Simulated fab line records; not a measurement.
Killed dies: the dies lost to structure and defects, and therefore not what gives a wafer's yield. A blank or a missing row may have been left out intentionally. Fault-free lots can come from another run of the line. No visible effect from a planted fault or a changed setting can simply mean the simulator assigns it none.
fab line records	flow sky130
record lots=13	wafers=36	last_day=50
route steps=708 shown VIA2@508 CAPM@537 METAL3@567 PAD_OPEN@708
lots that met no fault: from a run of the same line without faults
start_h: the number of hours between the record's first day and the start of the first shown wafer of the lot	wait_h: hours from the lot's prior step to this one	" same as the row above	L1.1+2: a single row standing in for several wafers	- no value, or no start given	* or withheld: withheld	< > ~ a bound
route shown NAME@n: NAME is a module with steps in the file, n the number in the route of the first one	usual: mean and standard deviation over wafers with no fault	same: alike in all rows	chamber/n: place in a boat	sites: per-site readings	_std_site: standard deviation across them	_edge_site: outer sites' mean less inner sites'	radius_mm: how far each site lies from the wafer's centre	mask NAME#n: copy n	behind: the tool/chamber that last shaped the wafer	hold: why the lot was held/for how many hours/how that ended	device: whichever transistor did not switch (one of n, p or np)	end of line: tests run on the same wafers once the route is complete	a step with no rows: only its recipe	killed: dies that structure and defects cost at the first sort, which is not the same as the wafer's yield	map: dies across one wafer; x = killed, . = not, _ = none there
set.NAME: the setting as run; set.NAME@STEP: as run at that earlier step	model.NAME: the simulator's own value behind a step, which no gauge read
a sample of lots followed through the steps of the route, with each step as a table and each wafer as a row
services: a tool's chamber out of use, with start hour (start_h, from the record's first day; less than 0 if before it), hours out, and reason
## steps
# step SKY_VIA2_THK_MEAS_01
# recipe reads=SiO2_of_VIA2_HDPCVD_00
# usual VIA2_HDPCVD_THK=1180/11
lot.wafer	tool	chamber	start_h	wait_h	VIA2_HDPCVD_THK[nm]
L757.1	film_metro-04	-	860.85	0.1	1185
L757.3	"	-	"	"	1189
L757.6	"	-	"	"	1176
L758.2	film_metro-01	-	863.48	0.1	1182
L758.4	"	-	"	"	1161
L758.6	"	-	"	"	1182
L756.2	film_metro-04	-	863.83	0.1	1188
L756.3	"	-	"	"	1179
L756.5	"	-	"	"	1180
L760.1	film_metro-04	-	868.50	0.1	1184
L760.2	"	-	"	"	1162
L760.4	"	-	"	"	1183
L761.1	film_metro-03	-	875.35	0.1	1175
L761.4	"	-	"	"	1169
L761.5	"	-	"	"	1190
L762.1	film_metro-01	-	876.61	0.1	1169
L762.5	"	-	"	"	1174
L762.6	"	-	"	"	1153
L763.1	film_metro-04	-	884.34	0.1	1172
L763.4	"	-	"	"	1158
L763.5	"	-	"	"	1152
L768.4	film_metro-04	-	926.13	0.0	1167
L768.5	"	-	"	"	1193
L768.6	"	-	"	"	1167
L771.3	film_metro-01	-	940.53	0.1	1187
L771.6	"	-	"	"	1192
L773.2	film_metro-01	-	964.45	0.1	1169
L773.4	"	-	"	"	1180
L774.3	film_metro-03	-	972.56	0.1	1176
L774.6	"	-	"	"	1173
L776.1	film_metro-01	-	976.50	0.1	1167
L776.2	"	-	"	"	1183
L776.5	"	-	"	"	1188
L777.2	film_metro-01	-	981.68	0.1	1185
L777.3	"	-	"	"	1182
L777.5	"	-	"	"	1200
# step SKY_VIA2_BOW_MEAS_03
# recipe mode=bow
# usual VIA2_BOW=85/6.6
lot.wafer	tool	chamber	start_h	wait_h	VIA2_BOW[um]
L757.1	film_metro-01	-	861.21	0.2	93
L757.3	"	-	"	"	88
L757.6	"	-	"	"	82
L758.2	film_metro-03	-	863.85	0.1	86
L758.4	"	-	"	"	85
L758.6	"	-	"	"	86
L756.2	film_metro-04	-	864.20	0.3	92
L756.3	"	-	"	"	95
L756.5	"	-	"	"	78
L760.1	film_metro-01	-	868.86	0.2	85
L760.2	"	-	"	"	90
L760.4	"	-	"	"	86
L761.1	film_metro-04	-	875.71	0.2	93
L761.4	"	-	"	"	84
L761.5	"	-	"	"	93
L762.1	film_metro-03	-	876.97	0.2	83
L762.5	"	-	"	"	92
L762.6	"	-	"	"	87
L763.1	film_metro-03	-	884.70	0.2	80
L763.4	"	-	"	"	79
L763.5	"	-	"	"	75
L768.4	film_metro-01	-	926.52	0.3	91
L768.5	"	-	"	"	83
L768.6	"	-	"	"	95
L771.3	film_metro-01	-	941.08	0.2	75
L771.6	"	-	"	"	80
L773.2	film_metro-04	-	964.82	0.1	86
L773.4	"	-	"	"	84
L774.3	film_metro-03	-	973.20	0.1	86
L774.6	"	-	"	"	80
L776.1	film_metro-03	-	976.86	0.2	82
L776.2	"	-	"	"	78
L776.5	"	-	"	"	82
L777.2	film_metro-03	-	982.05	0.1	87
L777.3	"	-	"	"	84
L777.5	"	-	"	"	77
# step SKY_CAPM_CVD_00
# recipe material=SiO2	target_thk_nm=15.5	temp_c=400	time_s=withheld	rf_w=450
# usual heater_power_outer_w=440/74	heater_power_w=736/97
lot.wafer	tool	chamber	start_h	wait_h	heater_power_outer_w	heater_power_w
L757.1	pecvd-04	2	889.12	0.0	453	621
L757.3	"	0	"	"	607	1015
L757.6	"	2	"	"	461	628
L758.2	pecvd-02	2	891.72	0.0	331	633
L758.4	"	0	"	"	382	654
L758.6	"	2	"	"	346	607
L756.2	pecvd-03	0	892.10	0.0	391	666
L756.3	"	2	"	"	516	827
L756.5	"	1	"	"	399	673
L760.1	pecvd-02	2	896.72	0.0	373	679
L760.2	"	1	"	"	520	782
L760.4	"	2	"	"	385	707
L761.1	pecvd-04	1	902.97	0.0	351	700
L761.4	"	1	"	"	351	706
L761.5	"	2	"	"	484	659
L762.1	pecvd-02	0	905.06	0.0	463	758
L762.5	"	1	"	"	422	644
L762.6	"	0	"	"	459	764
L763.1	pecvd-04	1	911.99	0.0	369	714
L763.4	"	2	"	"	435	618
L763.5	"	0	"	"	627	1038
L768.4	pecvd-04	2	951.85	0.0	513	722
L768.5	"	0	"	"	563	970
L768.6	"	1	"	"	271	576
L771.3	pecvd-02	2	968.13	0.0	361	668
L771.6	"	2	"	"	373	687
L773.2	pecvd-02	1	990.28	0.0	514	800
L773.4	"	1	"	"	519	778
L774.3	pecvd-02	2	998.01	0.0	392	693
L774.6	"	2	"	"	388	684
L776.1	pecvd-03	2	1001.57	0.0	536	882
L776.2	"	1	"	"	441	743
L776.5	"	0	"	"	427	717
L777.2	pecvd-04	0	1006.91	0.0	494	859
L777.3	"	1	"	"	352	696
L777.5	"	0	"	"	466	841
# step SKY_CAPM_THK_MEAS_01
# recipe reads=SiO2_of_CAPM_CVD_00
# usual CAPM_CVD_00_THK=15.50/0.21
lot.wafer	tool	chamber	start_h	wait_h	CAPM_CVD_00_THK[nm]
L757.1	film_metro-01	-	889.14	-	15.29
L757.3	"	-	"	"	15.45
L757.6	"	-	"	"	15.65
L758.2	film_metro-01	-	891.75	-	15.09
L758.4	"	-	"	"	15.55
L758.6	"	-	"	"	15.52
L756.2	film_metro-03	-	892.13	-	15.07
L756.3	"	-	"	"	15.44
L756.5	"	-	"	"	15.49
L760.1	film_metro-02	-	896.76	-	15.53
L760.2	"	-	"	"	15.42
L760.4	"	-	"	"	15.56
L761.1	film_metro-01	-	902.99	-	15.53
L761.4	"	-	"	"	15.64
L761.5	"	-	"	"	15.55
L762.1	film_metro-02	-	905.08	-	15.16
L762.5	"	-	"	"	15.69
L762.6	"	-	"	"	15.64
L763.1	film_metro-02	-	912.01	-	15.35
L763.4	"	-	"	"	15.49
L763.5	"	-	"	"	15.63
L768.4	film_metro-02	-	951.89	-	15.53
L768.5	"	-	"	"	15.83
L768.6	"	-	"	"	15.85
L771.3	film_metro-02	-	968.17	-	24.57
L771.6	"	-	"	"	15.59
L773.2	film_metro-01	-	990.32	-	15.30
L773.4	"	-	"	"	24.97
L774.3	film_metro-03	-	998.05	-	24.76
L774.6	"	-	"	"	15.35
L776.1	film_metro-01	-	1001.59	-	15.44
L776.2	"	-	"	"	15.53
L776.5	"	-	"	"	15.47
L777.2	film_metro-02	-	1006.97	-	15.41
L777.3	"	-	"	"	15.41
L777.5	"	-	"	"	15.38
# step SKY_CAPM_THK_MEAS_04
# recipe thk_meas_gauge=xrf	reads=TiN_of_CAPM_SPUTTER_02
# usual CAPM_TIN_THK=202.1/2.1
lot.wafer	tool	chamber	start_h	wait_h	CAPM_TIN_THK[nm]
L757.1	film_metro-02	-	889.43	0.1	199.9
L757.3	"	-	"	"	201.1
L757.6	"	-	"	"	201.1
L758.2	film_metro-02	-	892.04	0.1	200.3
L758.4	"	-	"	"	200.4
L758.6	"	-	"	"	201.3
L756.2	film_metro-02	-	892.42	0.1	203.2
L756.3	"	-	"	"	200.6
L756.5	"	-	"	"	203.0
L760.1	film_metro-01	-	897.05	0.1	205.2
L760.2	"	-	"	"	205.4
L760.4	"	-	"	"	206.4
L761.1	film_metro-03	-	903.28	0.1	202.8
L761.4	"	-	"	"	204.3
L761.5	"	-	"	"	203.7
L762.1	film_metro-01	-	905.37	0.1	201.7
L762.5	"	-	"	"	201.6
L762.6	"	-	"	"	203.4
L763.1	film_metro-02	-	912.30	0.1	207.1
L763.4	"	-	"	"	205.5
L763.5	"	-	"	"	208.0
L768.4	film_metro-03	-	952.18	0.1	198.8
L768.5	"	-	"	"	201.9
L768.6	"	-	"	"	200.0
L771.3	film_metro-01	-	968.46	0.1	201.6
L771.6	"	-	"	"	200.3
L773.2	film_metro-03	-	990.61	0.1	204.7
L773.4	"	-	"	"	205.7
L774.3	film_metro-02	-	998.34	0.1	200.2
L774.6	"	-	"	"	201.3
L776.1	film_metro-03	-	1001.88	0.1	202.5
L776.2	"	-	"	"	201.4
L776.5	"	-	"	"	200.3
L777.2	film_metro-03	-	1007.26	0.1	200.6
L777.3	"	-	"	"	198.8
L777.5	"	-	"	"	198.9
# step SKY_METAL3_ETCH_17
# recipe target=SiO2	stop_on=TiN	chemistry=C4F8/O2/Ar	source_w=1500	bias_w=1200	pressure_mtorr=40	c4f8_flow_sccm=withheld	O2_flow_sccm=6	Ar_flow_sccm=300	time_s=3.9	target_depth_a=150
# usual oes_product_au=0.754/0.0069
lot.wafer	tool	chamber	start_h	wait_h	oes_product_au	rf_hours_counter_h
L757.1	rie_diel-04	0	939.43	0.1	0.753	3
L757.3	"	1	"	"	0.746	9
L757.6	"	3	"	"	0.758	-
L758.2	rie_diel-03	3	942.56	0.1	0.741	19
L758.4	"	2	"	"	0.750	-
L758.6	"	3	"	"	0.755	-
L756.2	rie_diel-02	0	942.91	0.1	0.738	9
L756.3	"	3	"	"	0.752	17
L756.5	"	1	"	"	0.756	-
L760.1	rie_diel-02	0	946.36	0.1	0.769	10
L760.2	"	3	"	"	0.751	18
L760.4	"	0	"	"	0.758	-
L761.1	rie_diel-04	2	952.38	0.1	0.770	14
L761.4	"	1	"	"	0.751	9
L761.5	"	0	"	"	0.760	-
L762.1	rie_diel-02	0	955.31	0.1	0.744	10
L762.5	"	3	"	"	0.752	-
L762.6	"	1	"	"	0.750	-
L763.1	rie_diel-04	2	961.38	0.1	0.741	14
L763.4	"	1	"	"	0.753	-
L763.5	"	2	"	"	0.755	-
L768.4	rie_diel-02	0	999.71	0.0	0.761	-
L768.5	"	2	"	"	0.763	-
L768.6	"	3	"	"	0.756	-
L771.3	rie_diel-04	3	1015.80	0.0	0.966	10
L771.6	"	1	"	"	0.755	-
L773.2	rie_diel-03	3	1037.48	0.1	0.750	23
L773.4	"	2	"	"	0.977	25
L774.3	rie_diel-02	3	1045.43	0.0	0.975	22
L774.6	"	0	"	"	0.747	-
L776.1	rie_diel-02	3	1047.95	0.1	0.749	22
L776.2	"	2	"	"	0.759	19
L776.5	"	3	"	"	0.753	-
L777.2	rie_diel-03	0	1051.96	0.1	0.745	4
L777.3	"	2	"	"	0.749	26
L777.5	"	3	"	"	0.760	-
# step SKY_PAD_OPEN_PROBE_99
# usual defect_limited_yield=82.7/2.1	killed_at_M0_to_M3=43/7.2	killed_at_M4_up=3.3/1.8	killed_at_contacts=23/5.5	killed_at_front_end=16/5.1	killed_at_other=0.4/0.65	killed_dies=85/10	killed_open=46/7.1	killed_short=38/7.2
# same gross_dies=492	killed_at_back_side=0
lot.wafer	tool	chamber	start_h	wait_h	defect_limited_yield[%]	killed_at_M0_to_M3	killed_at_M4_up	killed_at_contacts	killed_at_front_end	killed_at_other	killed_dies	killed_open	killed_short
L757.1	prober-02	-	1105.82	0.1	80.9	59	1	20	13	1	94	50	42
L757.3	prober-02	-	1105.92	0.2	81.3	50	2	21	18	1	92	51	41
L757.6	prober-02	-	1106.07	0.2	82.7	50	2	20	13	0	85	46	37
L758.2	prober-01	-	1107.80	0.1	84.6	42	2	13	17	2	76	41	34
L758.4	prober-01	-	1107.90	0.2	82.7	47	6	19	13	0	85	50	35
L758.6	prober-01	-	1108.00	0.2	82.1	44	3	18	22	1	88	44	43
L756.2	prober-02	-	1108.16	0.1	76.8	48	8	41	17	0	114	59	55
L756.3	prober-02	-	1108.21	0.2	83.7	35	4	28	13	0	80	45	35
L756.5	prober-02	-	1108.31	0.2	83.9	36	4	24	15	0	79	45	34
L760.1	prober-01	-	1111.57	0.1	83.3	41	1	20	20	0	82	43	38
L760.2	prober-01	-	1111.62	0.1	79.7	56	2	23	19	0	100	52	48
L760.4	prober-01	-	1111.72	0.2	79.5	43	2	25	31	0	101	66	34
L761.1	prober-02	-	1117.88	0.1	86.4	32	3	19	13	0	67	41	26
L761.4	prober-02	-	1118.03	0.2	85.4	41	1	11	19	0	72	44	28
L761.5	prober-02	-	1118.08	0.2	82.7	59	0	18	8	0	85	46	39
L762.1	prober-01	-	1118.33	0.1	80.3	48	3	22	22	2	97	52	45
L762.5	prober-01	-	1118.53	0.2	84.6	41	4	17	14	0	76	45	30
L762.6	prober-01	-	1118.58	0.2	83.7	48	3	19	10	0	80	39	41
L763.1	prober-02	-	1122.98	0.1	80.5	41	3	26	24	2	96	49	46
L763.4	prober-02	-	1123.13	0.2	82.3	31	7	22	26	1	87	50	34
L763.5	prober-02	-	1123.18	0.2	81.9	43	2	22	22	0	89	42	44
L768.4	prober-01	-	1155.94	0.2	80.7	44	1	38	11	1	95	54	41
L768.5	prober-01	-	1155.99	0.2	82.1	44	3	24	16	1	88	47	41
L768.6	prober-01	-	1156.04	0.2	82.1	48	3	19	18	0	88	50	38
L771.3	prober-02	-	1166.50	0.2	83.5	39	4	27	11	0	81	42	39
L771.6	prober-02	-	1166.65	0.2	84.3	36	1	20	20	0	77	44	33
L773.2	prober-02	-	1183.10	0.1	82.7	41	6	19	19	0	85	51	33
L773.4	prober-02	-	1183.20	0.2	85.4	43	3	15	11	0	72	35	35
L774.3	prober-02	-	1189.45	0.2	81.1	34	4	33	22	0	93	53	39
L774.6	prober-02	-	1189.60	0.2	79.3	49	3	34	16	0	102	70	32
L776.1	prober-01	-	1191.76	0.1	80.7	51	2	29	13	0	95	59	36
L776.2	prober-01	-	1191.81	0.1	82.7	36	3	22	23	1	85	51	33
L776.5	prober-01	-	1191.96	0.2	79.7	54	4	26	16	0	100	45	55
L777.2	prober-02	-	1193.18	0.1	80.7	42	1	32	19	1	95	56	38
L777.3	prober-02	-	1193.23	0.2	83.5	42	1	20	18	0	81	48	33
L777.5	prober-02	-	1193.33	0.2	84.3	33	6	21	17	0	77	37	40
# killed by level:class
L757.1 VIA2:geometric_particle:open=13 VIA1:geometric_particle:short=10 VIA1:geometric_particle:open=9 LI_CONTACT:geometric_particle:open=7 METAL2:geometric_particle:short=6 VIA3:geometric_particle:open=6 POLY_GATE:geometric_particle:open=4 LOCAL_INTERCONNECT:geometric_particle:short=4
L757.3 VIA2:geometric_particle:open=10 VIA1:geometric_particle:open=9 METAL2:geometric_particle:short=9 METAL1:geometric_particle:short=6 LI_CONTACT:geometric_particle:open=6 FIELD_ISO:geometric_particle:open=5 POLY_GATE:geometric_particle:open=5 LI_CONTACT:geometric_particle:short=5
L757.6 VIA1:geometric_particle:open=10 VIA2:geometric_particle:open=10 CONTACT:geometric_particle:open=8 METAL1:geometric_particle:short=6 VIA1:geometric_particle:short=5 METAL2:geometric_particle:short=5 LI_CONTACT:geometric_particle:open=4 CONTACT:geometric_particle:short=4
L758.2 VIA1:geometric_particle:open=9 VIA3:geometric_particle:open=7 POLY_GATE:geometric_particle:short=5 CONTACT:geometric_particle:short=5 CONTACT:geometric_particle:open=5 METAL2:geometric_particle:short=5 POLY_GATE:geometric_particle:open=4 VIA2:geometric_particle:open=4
L758.4 VIA2:geometric_particle:open=13 VIA1:geometric_particle:open=12 CONTACT:geometric_particle:open=10 VIA1:geometric_particle:short=6 FIELD_ISO:geometric_particle:open=4 METAL4:geometric_particle:short=4 FIELD_ISO:geometric_particle:short=3 POLY_GATE:geometric_particle:short=3
L758.6 VIA1:geometric_particle:open=12 CONTACT:geometric_particle:open=8 VIA2:geometric_particle:open=8 FIELD_ISO:geometric_particle:short=7 METAL1:geometric_particle:short=6 POLY_GATE:geometric_particle:short=5 CONTACT:geometric_particle:short=5 SPACER:geometric_particle:open=4
L756.2 CONTACT:geometric_particle:open=14 LI_CONTACT:geometric_particle:open=12 CONTACT:geometric_particle:short=10 METAL1:geometric_particle:short=9 VIA1:geometric_particle:open=8 VIA2:geometric_particle:open=7 METAL2:geometric_particle:short=6 METAL4:geometric_particle:short=6
L756.3 CONTACT:geometric_particle:open=12 VIA1:geometric_particle:open=10 POLY_GATE:geometric_particle:short=6 LI_CONTACT:geometric_particle:open=6 VIA3:geometric_particle:open=6 VIA2:geometric_particle:open=5 LOCAL_INTERCONNECT:geometric_particle:short=4 CONTACT:geometric_particle:short=4
L756.5 CONTACT:geometric_particle:open=9 LI_CONTACT:geometric_particle:open=8 VIA2:geometric_particle:open=6 METAL2:geometric_particle:short=5 VIA3:geometric_particle:open=5 FIELD_ISO:geometric_particle:short=4 FIELD_ISO:geometric_particle:open=4 METAL1:geometric_particle:short=4
L760.1 VIA1:geometric_particle:open=10 CONTACT:geometric_particle:open=7 VIA1:geometric_particle:short=7 FIELD_ISO:geometric_particle:open=5 POLY_GATE:geometric_particle:short=5 LI_CONTACT:geometric_particle:open=5 LOCAL_INTERCONNECT:geometric_particle:short=5 VIA3:geometric_particle:open=5
L760.2 VIA1:geometric_particle:open=10 METAL2:geometric_particle:short=10 CONTACT:geometric_particle:open=9 VIA3:geometric_particle:open=9 VIA2:geometric_particle:short=8 LOCAL_INTERCONNECT:geometric_particle:short=6 VIA2:geometric_particle:open=6 LI_CONTACT:geometric_particle:open=5
L760.4 VIA1:geometric_particle:open=11 VIA2:geometric_particle:open=10 CONTACT:geometric_particle:open=10 FIELD_ISO:geometric_particle:open=9 VIA3:geometric_particle:open=9 FIELD_ISO:geometric_particle:short=7 LI_CONTACT:geometric_particle:open=6 POLY_GATE:geometric_particle:open=6
L761.1 VIA1:geometric_particle:open=10 CONTACT:geometric_particle:open=8 VIA3:geometric_particle:open=6 VIA1:geometric_particle:short=5 LI_CONTACT:geometric_particle:open=4 VIA2:geometric_particle:open=4 FIELD_ISO:geometric_particle:open=3 CONTACT:geometric_particle:short=3
L761.4 VIA1:geometric_particle:open=9 METAL1:geometric_particle:short=7 VIA3:geometric_particle:open=7 FIELD_ISO:geometric_particle:short=6 FIELD_ISO:geometric_particle:open=5 VIA2:geometric_particle:open=5 POLY_GATE:geometric_particle:open=4 METAL3:geometric_particle:open=3
L761.5 VIA1:geometric_particle:open=12 VIA2:geometric_particle:open=11 METAL2:geometric_particle:short=8 VIA1:geometric_particle:short=8 VIA3:geometric_particle:open=8 CONTACT:geometric_particle:open=7 FIELD_ISO:geometric_particle:open=3 LI_CONTACT:geometric_particle:short=3
L762.1 CONTACT:geometric_particle:open=10 VIA1:geometric_particle:open=9 VIA2:geometric_particle:open=9 FIELD_ISO:geometric_particle:open=6 FIELD_ISO:geometric_particle:short=6 LI_CONTACT:geometric_particle:open=5 METAL2:geometric_particle:short=5 VIA3:geometric_particle:short=5
L762.5 VIA1:geometric_particle:open=7 CONTACT:geometric_particle:open=6 VIA2:geometric_particle:open=6 VIA1:geometric_particle:short=5 LI_CONTACT:geometric_particle:open=5 METAL2:geometric_particle:short=5 VIA3:geometric_particle:open=5 METAL2:geometric_particle:open=4
L762.6 VIA1:geometric_particle:open=11 METAL2:geometric_particle:short=10 CONTACT:geometric_particle:open=9 METAL1:geometric_particle:short=7 VIA3:geometric_particle:open=5 POLY_GATE:geometric_particle:open=4 LOCAL_INTERCONNECT:geometric_particle:short=3 CONTACT:geometric_particle:short=3
L763.1 LI_CONTACT:geometric_particle:open=11 VIA1:geometric_particle:open=10 METAL1:geometric_particle:short=7 VIA3:geometric_particle:open=6 CONTACT:geometric_particle:open=6 POLY_GATE:geometric_particle:open=5 LOCAL_INTERCONNECT:geometric_particle:short=5 POLY_GATE:geometric_particle:short=4
L763.4 CONTACT:geometric_particle:open=11 FIELD_ISO:geometric_particle:short=9 VIA3:geometric_particle:open=9 LI_CONTACT:geometric_particle:open=7 VIA1:geometric_particle:open=6 FIELD_ISO:geometric_particle:open=5 METAL2:geometric_particle:short=5 VIA2:geometric_particle:short=4
L763.5 LI_CONTACT:geometric_particle:open=8 VIA1:geometric_particle:open=8 METAL2:geometric_particle:short=7 VIA2:geometric_particle:open=7 FIELD_ISO:geometric_particle:short=6 POLY_GATE:geometric_particle:short=5 LOCAL_INTERCONNECT:geometric_particle:short=5 FIELD_ISO:geometric_particle:open=4
L768.4 CONTACT:geometric_particle:open=17 VIA1:geometric_particle:open=11 LI_CONTACT:geometric_particle:open=9 VIA3:geometric_particle:open=7 FIELD_ISO:geometric_particle:short=5 LOCAL_INTERCONNECT:geometric_particle:short=5 VIA2:geometric_particle:open=5 CONTACT:geometric_particle:short=4
L768.5 CONTACT:geometric_particle:open=12 VIA1:geometric_particle:open=8 VIA3:geometric_particle:open=8 VIA1:geometric_particle:short=6 LI_CONTACT:geometric_particle:open=6 METAL2:geometric_particle:short=6 POLY_GATE:geometric_particle:short=5 VIA2:geometric_particle:open=5
L768.6 VIA1:geometric_particle:open=17 METAL1:geometric_particle:short=7 METAL2:geometric_particle:short=7 VIA3:geometric_particle:open=7 CONTACT:geometric_particle:open=6 LI_CONTACT:geometric_particle:open=5 VIA1:geometric_particle:short=5 LOCAL_INTERCONNECT:geometric_particle:open=4
L771.3 CONTACT:geometric_particle:open=10 VIA2:geometric_particle:open=8 LOCAL_INTERCONNECT:geometric_particle:short=7 VIA1:geometric_particle:open=7 CONTACT:geometric_particle:short=6 METAL2:geometric_particle:short=6 POLY_GATE:geometric_particle:open=5 METAL1:geometric_particle:short=4
L771.6 CONTACT:geometric_particle:open=11 VIA2:geometric_particle:open=9 VIA1:geometric_particle:open=8 POLY_GATE:geometric_particle:short=7 FIELD_ISO:geometric_particle:short=6 CONTACT:geometric_particle:short=5 VIA3:geometric_particle:open=5 FIELD_ISO:geometric_particle:open=4
L773.2 VIA1:geometric_particle:open=11 CONTACT:geometric_particle:open=8 VIA3:geometric_particle:open=7 LI_CONTACT:geometric_particle:open=6 FIELD_ISO:geometric_particle:open=5 METAL4:geometric_particle:short=5 METAL3:geometric_particle:short=5 SPACER:geometric_particle:short=4
L773.4 VIA2:geometric_particle:open=10 METAL2:geometric_particle:short=8 VIA1:geometric_particle:open=7 CONTACT:geometric_particle:open=6 FIELD_ISO:geometric_particle:open=4 LOCAL_INTERCONNECT:geometric_particle:short=4 METAL1:geometric_particle:short=4 POLY_GATE:geometric_particle:short=3
L774.3 LI_CONTACT:geometric_particle:open=10 CONTACT:geometric_particle:open=10 FIELD_ISO:geometric_particle:open=8 VIA2:geometric_particle:open=8 LOCAL_INTERCONNECT:geometric_particle:short=6 CONTACT:geometric_particle:short=6 POLY_GATE:geometric_particle:open=5 METAL1:geometric_particle:short=5
L774.6 VIA1:geometric_particle:open=15 CONTACT:geometric_particle:open=14 LI_CONTACT:geometric_particle:open=12 FIELD_ISO:geometric_particle:open=8 METAL1:geometric_particle:short=8 VIA3:geometric_particle:open=5 VIA2:geometric_particle:open=5 LI_CONTACT:geometric_particle:short=4
L776.1 VIA1:geometric_particle:open=16 CONTACT:geometric_particle:open=11 LI_CONTACT:geometric_particle:open=9 VIA3:geometric_particle:open=7 VIA2:geometric_particle:open=5 METAL2:geometric_particle:short=5 FIELD_ISO:geometric_particle:open=4 POLY_GATE:geometric_particle:open=4
L776.2 VIA1:geometric_particle:open=10 VIA2:geometric_particle:open=9 POLY_GATE:geometric_particle:open=8 CONTACT:geometric_particle:open=7 LI_CONTACT:geometric_particle:open=6 FIELD_ISO:geometric_particle:short=5 VIA3:geometric_particle:open=5 POLY_GATE:geometric_particle:short=4
L776.5 METAL1:geometric_particle:short=13 VIA1:geometric_particle:open=12 CONTACT:geometric_particle:open=7 LOCAL_INTERCONNECT:geometric_particle:short=6 METAL2:geometric_particle:short=6 LI_CONTACT:geometric_particle:short=5 VIA3:geometric_particle:open=5 POLY_GATE:geometric_particle:short=4
L777.2 CONTACT:geometric_particle:open=12 LI_CONTACT:geometric_particle:open=9 VIA1:geometric_particle:open=9 VIA3:geometric_particle:open=8 METAL1:geometric_particle:short=6 VIA1:geometric_particle:short=5 VIA2:geometric_particle:open=5 FIELD_ISO:geometric_particle:short=4
L777.3 VIA3:geometric_particle:open=9 VIA1:geometric_particle:open=8 FIELD_ISO:geometric_particle:open=6 LOCAL_INTERCONNECT:geometric_particle:short=5 CONTACT:geometric_particle:open=5 VIA2:geometric_particle:open=5 POLY_GATE:geometric_particle:open=4 LI_CONTACT:geometric_particle:open=4
L777.5 CONTACT:geometric_particle:open=11 VIA1:geometric_particle:open=7 VIA2:geometric_particle:open=7 METAL1:geometric_particle:short=6 FIELD_ISO:geometric_particle:open=5 METAL4:geometric_particle:short=5 FIELD_ISO:geometric_particle:short=4 LOCAL_INTERCONNECT:geometric_particle:short=4
## services
tool	chamber	start_h	hours	kind
rie_diel-04	2	865.47	2.0	repair
rie_diel-03	1	874.19	2.0	repair
pecvd-04	1	886.37	2.1	scheduled_down
pecvd-02	0	894.89	5.5	scheduled_down
rie_diel-03	0	929.78	-	clean
rie_diel-03	0	929.78	18.1	scheduled_down
rie_diel-03	0	929.78	18.1	vent_cycle
rie_diel-03	-	954.90	4.3	pm
rie_diel-04	0	958.98	14.2	repair
pecvd-02	0	975.93	2.1	scheduled_down
pecvd-02	-	978.97	0.8	repair
pecvd-02	0	983.48	12.0	repair
pecvd-04	1	986.63	5.5	scheduled_down
rie_diel-02	1	989.79	102.6	repair
rie_diel-03	1	994.32	2.9	repair
rie_diel-02	0	999.88	15.1	repair
rie_diel-03	-	1006.03	2.8	pm
rie_diel-03	1	1016.01	-	clean
rie_diel-03	1	1016.01	18.3	scheduled_down
pecvd-02	2	1018.02	25.4	repair
rie_diel-04	0	1018.34	1.9	repair
rie_diel-02	-	1023.47	2.8	pm
pecvd-02	2	1043.43	16.5	scheduled_down
pecvd-02	-	1049.04	2.8	pm
## key
first_sign step=SKY_CAPM_THK_MEAS_01	reading=CAPM_CVD_00_THK	direction=up	sigmas=45	usual=15.50	struck=24.77
effect step=SKY_METAL3_ETCH_17	reading=oes_product_au	direction=up	sigmas=32	usual=0.754	struck=0.973
met_at SKY_CAPM_CVD_00
struck_lots L771,L773,L774
struck_wafers L771.3,L773.4,L774.3
not_acting_at SKY_VIA2_THK_MEAS_01,SKY_VIA2_BOW_MEAS_03,SKY_CAPM_THK_MEAS_04
onset_between 905.06 968.13
fault kind=process_parameter_drift	tool=pecvd-02	chamber=-	onset_h=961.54	steps=SKY_CAPM_CVD_00	channel=target_thk_nm	offset=9.4488	shape=step	end_h=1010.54	scope=struck_wafers_only	acts_in=these_recipes_only	stated=15.5
